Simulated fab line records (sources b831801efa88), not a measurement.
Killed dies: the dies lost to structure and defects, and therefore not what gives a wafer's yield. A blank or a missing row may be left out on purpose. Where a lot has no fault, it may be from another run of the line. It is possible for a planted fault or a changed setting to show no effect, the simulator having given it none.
Struck lot and sound lot, side by side	flow sfqLine	42 steps out of a route of 325
Sound: these wafers, L331.2, L331.5, L331.6. The struck wafers were L333.1, L333.4, L333.6. The cause is given at the end.
Order at every step that has rows: each side's tool, ch and its chambers, its first start. Under that, the readings that differ: sound wafers	struck wafers	difference of the means	sigmas: that difference in standard deviations of wafers without a fault.
alike: readings whose means differ by less than 2 such deviations, and words and numbers that are the same on both sides. not compared: withheld readings, readings that some wafer has no value for, bounds like >300 that may hide the same value, and numbers for which the record gives no deviation and whose values overlap.
The two part at a step that has a row with sigmas, a row that says differs or no value, or rows on one side only. Non-overlapping numbers with no deviation appear without sigmas and do not part them. A reading that every wafer of one side lacks parts them only if that side has two wafers or more.

first, 6 steps without rows for these wafers: SFQ_TRILAYER_M6_LITHO_COAT_164 (resist thk 62 nm); SFQ_TRILAYER_M6_LITHO_COAT_159 (resist thk 600 nm); SFQ_TRILAYER_M6_LITHO_SOFTBAKE_163; SFQ_TRILAYER_M6_LITHO_EXPOSE_160 (exposes mask M6, target cd 500 nm); SFQ_TRILAYER_M6_LITHO_PEB_162 (peb time 60 s); SFQ_TRILAYER_M6_LITHO_DEVELOP_161 (time 60 s).
SFQ_M6_OVL_MEAS_940:
  struck on overlay-02, day 76 08:28; sound on overlay-01, day 76 02:28
  alike: M6_OVL
then, 4 steps without rows for these wafers: SFQ_TRILAYER_M6_BARC_OPEN_METAL_ETCH_206 (etches BARC in O2, target depth 125 nm, time 41.7 s); SFQ_TRILAYER_M6_ETCH_METAL_ETCH_162 (etches Nb in Cl2/Ar, stops on SiO2, target depth 240 nm, time 120 s); SFQ_TRILAYER_M6_STRIP_STRIP_163 (strips in O2); SFQ_TRILAYER_M6_STRIP_SOLV_CLEAN_164 (cleans in NMP, time 600 s).
SFQ_TRILAYER_I6_DEP_PECVD_165: deposits SiO2 from SiH4/N2O, time 111.11 s, target thk 500 nm.
  sound on pecvd-02 ch 0,1, day 76 03:28; struck on pecvd-01 ch 0,1, day 76 09:28
  alike: heaterPowerOuterW, heaterPowerW, throttleValvePct
SFQ_TRILAYER_I6_CMP_CMP_166: polishes SiO2.
  sound on cmp-01 ch 0,1, day 76 08:46; struck on cmp-02 ch 0,1, day 76 15:14
  no value came back on the struck wafers for edgeZonePressureFrac, headPressurePsi (psi), motorCurrentA (A), timeToEndpointS (s); on the sound wafers edgeZonePressureFrac reads 0.997 0.992 1.004
reading	sound	struck	difference	sigmas
model.SiO2_of_TRILAYER_I6_DEP_PECVD_165.thkNm (nm)	201.7 201.8 200.9	486.5 497.2 492.4	+290.6	
SFQ_I6_BOW_MEAS_941:
  struck on filmMetro-01, day 76 18:14; sound on filmMetro-03, day 76 11:17
  alike: I6_BOW
SFQ_TRILAYER_I6_METRO_MEASURE_167:
  struck on filmMetro-01, day 76 18:21; sound on filmMetro-03, day 76 11:35
reading	sound	struck	difference	sigmas
thkNm (nm)	201.7 201.8 200.9	487.1 496.9 492.8	+290.8	+99 or more
then, 6 steps without rows for these wafers: SFQ_TRILAYER_I6_VIA_LITHO_COAT_174 (resist thk 62 nm); SFQ_TRILAYER_I6_VIA_LITHO_COAT_169 (resist thk 650 nm); SFQ_TRILAYER_I6_VIA_LITHO_SOFTBAKE_173; SFQ_TRILAYER_I6_VIA_LITHO_EXPOSE_170 (exposes mask I6, target cd 700 nm); SFQ_TRILAYER_I6_VIA_LITHO_PEB_172 (peb time 60 s); SFQ_TRILAYER_I6_VIA_LITHO_DEVELOP_171 (time 60 s).
-- the record jumps here: 4 days lie between the struck wafers' starts before and after --
SFQ_I6_OVL_MEAS_942:
  struck on overlay-01, day 80 10:32; sound on overlay-02, day 80 06:56
  alike: I6_OVL
SFQ_TRILAYER_I6_VIA_BARC_OPEN_VIA_ETCH_235: etches BARC in O2, target depth 125 nm, time 41.7 s.
  sound on rieDiel-03 ch 0,2,3, day 80 06:58; struck on rieDiel-04 ch 1,2,3, day 80 10:34
  alike: drypumpMotorCurrentA, oesProductAu
  not compared: rfHoursCounterH
SFQ_TRILAYER_I6_VIA_ETCH_VIA_ETCH_172: etches SiO2 in CHF3, stops on Nb, target depth 260 nm.
  sound on rieDiel-03 ch 0,2,3, day 80 07:01; struck on rieDiel-04 ch 1,2,3, day 80 10:37
reading	sound	struck	difference	sigmas
oesProductAu (a.u.)	0.854 0.860 0.854	1.617 1.636 1.609	+0.765	+99 or more
model.etch.depthNm (nm)	201.7 201.8 200.9	259 261.8 256.6	+58	
model.I6.featureDepthNm (nm)	201.7 201.8 200.9	259 261.8 256.6	+58	
  alike: drypumpMotorCurrentA
then, 2 steps without rows for these wafers: SFQ_TRILAYER_I6_VIA_STRIP_STRIP_173 (strips in O2); SFQ_TRILAYER_I6_VIA_STRIP_SOLV_CLEAN_174 (cleans in NMP, time 600 s).
SFQ_TRILAYER_M7_DEP_PRE_CLEAN_176: time 22.5 s.
  struck on pvdSputter-03, day 80 11:29; sound on pvdSputter-04, day 80 07:53
reading	sound	struck	difference	sigmas
model.SiO2_of_TRILAYER_I6_DEP_PECVD_165.thkNm (nm)	194.2 194.3 193.4	479 489.7 484.9	+291	
SFQ_TRILAYER_M7_DEP_SPUTTER_175: material Nb, target thk 200 nm, time 133.3 s.
  struck on pvdSputter-03, day 80 11:31; sound on pvdSputter-04, day 80 07:55
  alike: throttleValvePct
SFQ_M7_RS_MEAS_943: a four-point-probe measurement.
  struck on filmMetro-03, day 80 11:37; sound on filmMetro-02, day 80 08:02
  alike: M7_NB_RS
then, 6 steps without rows for these wafers: SFQ_TRILAYER_M7_LITHO_COAT_182 (resist thk 62.54 nm); SFQ_TRILAYER_M7_LITHO_COAT_177 (resist thk 600 nm); SFQ_TRILAYER_M7_LITHO_SOFTBAKE_181; SFQ_TRILAYER_M7_LITHO_EXPOSE_178 (exposes mask M7, target cd 500 nm); SFQ_TRILAYER_M7_LITHO_PEB_180 (peb time 60 s); SFQ_TRILAYER_M7_LITHO_DEVELOP_179 (time 60 s).
-- the record jumps here: 4 days lie between the struck wafers' starts before and after --
SFQ_M7_OVL_MEAS_945:
  struck on overlay-02, day 84 13:18; sound on overlay-02, day 84 08:31
  alike: M7_OVL
SFQ_TRILAYER_M7_BARC_OPEN_METAL_ETCH_229: etches BARC in O2, target depth 125 nm, time 41.7 s.
  sound on rieMetal-01 ch 0, day 84 08:34; struck on rieMetal-01 ch 0, day 84 13:20
  alike: drypumpMotorCurrentA, oesProductAu
  not compared: rfHoursCounterH
then, 3 steps without rows for these wafers: SFQ_TRILAYER_M7_ETCH_METAL_ETCH_180 (etches Nb in Cl2/Ar, stops on SiO2, target depth 240 nm, time 120 s); SFQ_TRILAYER_M7_STRIP_STRIP_181 (strips in O2); SFQ_TRILAYER_M7_STRIP_SOLV_CLEAN_182 (cleans in NMP, time 600 s).
SFQ_TRILAYER_I7_DEP_PECVD_183: deposits SiO2 from SiH4/N2O, time 111.11 s, target thk 500 nm.
  sound on pecvd-02 ch 0,1, day 84 10:28; struck on pecvd-02 ch 0,1,2, day 84 15:05
  alike: heaterPowerOuterW, heaterPowerW, throttleValvePct
SFQ_M8_BOW_MEAS_951:
  struck on filmMetro-04, day 85 05:22; sound on filmMetro-02, day 84 23:13
reading	sound	struck	difference	sigmas
model.etest.i6.linkOhm	1.884 1.897 1.885	1e+06 1e+06 1e+06	+1e+06	
  alike: M8_BOW

== WHERE THEY PART ==
Earliest at SFQ_TRILAYER_I6_CMP_CMP_166; latest, in this record, at SFQ_TRILAYER_I6_VIA_ETCH_VIA_ETCH_172. Later steps at which nothing parts them and some readings are alike: SFQ_TRILAYER_M7_DEP_SPUTTER_175, SFQ_M7_RS_MEAS_943, SFQ_M7_OVL_MEAS_945, SFQ_TRILAYER_M7_BARC_OPEN_METAL_ETCH_229, SFQ_TRILAYER_I7_DEP_PECVD_183, SFQ_M8_BOW_MEAS_951.

WHY: what had been put in by the simulator
Step skipped in full: cmp-02, at SFQ_TRILAYER_I6_CMP_CMP_166, from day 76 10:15 onward. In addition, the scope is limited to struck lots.
